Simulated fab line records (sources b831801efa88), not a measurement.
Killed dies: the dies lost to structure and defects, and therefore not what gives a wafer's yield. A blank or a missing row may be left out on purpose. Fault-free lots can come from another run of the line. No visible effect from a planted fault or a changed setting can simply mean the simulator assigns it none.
Problem report, 8D (eight disciplines) form, completed by code || flow gf180mcu || the parts of the form that need people (team, actions taken, sign-off) are left out

1. WHAT IS WRONG
Mean of cd-nm at GF_TOP_METAL_CD_MEAS_14: 460.7 nm across 9 wafers in 3 lots; on wafers with no fault it is 440.4 nm (standard deviation 2.5). That is +8.1 standard deviations from the usual mean.
The step: target cd 440 nm.
First seen on wafer L510.2, day 29 10:25, on cd-sem-02. At this step, 36 wafers from 12 lots have a number in the record. Rule for "out" (also "out of limits"): further than 4 standard deviations from the usual mean. Any other wafer with a number is counted as sound.

2. WHAT IT IS AND WHAT IT IS NOT
{"question": "which readings at this step", "is": "cd-nm", "is not": "-"}
{"question": "which lots", "is": "L510, L513, L514", "is not": "L507, L508, L521, L522, L523, L525, L526, L528, L529"}
{"question": "which wafers of those lots", "is": "all that have a number", "is not": "-"}
{"question": "read on which gauges", "is": "cd-sem-01, cd-sem-02", "is not": "-"}
{"question": "when", "is": "from day 29 10:25", "is not": "up to then (6 sound wafers); but 21 sound wafers of L521, L522, L523, L525, L526, L528, L529 came after"}

3. WHAT RULES OUT EACH SUSPECT
Counting: a tool at a process step up to the reading stays a suspect if it ran every lot that is out and no sound lot after the first of them.
- the gauge at GF_TOP_METAL_CD_MEAS_14 is ruled out. The wafers that are out were read on 2 gauges (cd-sem-01, cd-sem-02).
- litho-track-04 at GF_TOP_METAL_COAT_09 (resist thk 1500 nm): ruled out as a lasting fault. After its first lot that is out, L510 (day 29 00:35), sound lots L523, L525 ran on it.
Left after counting: nothing in the record.

4. THE CAUSE (what the simulator had put in)
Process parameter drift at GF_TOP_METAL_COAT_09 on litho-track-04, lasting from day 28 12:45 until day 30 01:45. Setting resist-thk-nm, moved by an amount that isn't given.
Counting ruled it out, wrongly: the rule takes a fault to strike every lot that its tool runs from its start on, and this one did not.

5. SEQUENCE OF EFFECTS, ordered by route
Rows list readings where the struck wafers' mean (over those with a number) sits beyond 3 standard deviations from the usual. Only readings whose record carries a usual standard deviation are examined. hours: median over the lots of the time between each lot's start at the first step of this table that gives one and its start at this step. sigmas: the change, counted in usual standard deviations.
{"hours": 0, "step": "GF_TOP_METAL_CD_MEAS_14", "reading": "cd-nm", "usual": "440.4 nm", "on struck wafers": 460.7, "change": "+20.3", "sigmas": "+8.1"}
{"hours": 0, "step": "GF_TOP_METAL_STRIP_17", "reading": "strip-time-to-endpoint-s", "usual": "12.88 s", "on struck wafers": 15.63, "change": "+2.75", "sigmas": "+38"}
It contains these process steps:
- GF_TOP_METAL_STRIP_17: strips in O2/N2.

6. WHAT WOULD HAVE CAUGHT IT SOONER
The first out-of-limits reading at a measuring or inspecting step in this record came at day 29 10:25, 22 hours after the fault's start at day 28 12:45.
Tool readings at GF_TOP_METAL_COAT_09 with a usual standard deviation given in the record: none out on any struck wafer, hence no alarm at a limit of 4 standard deviations on them.
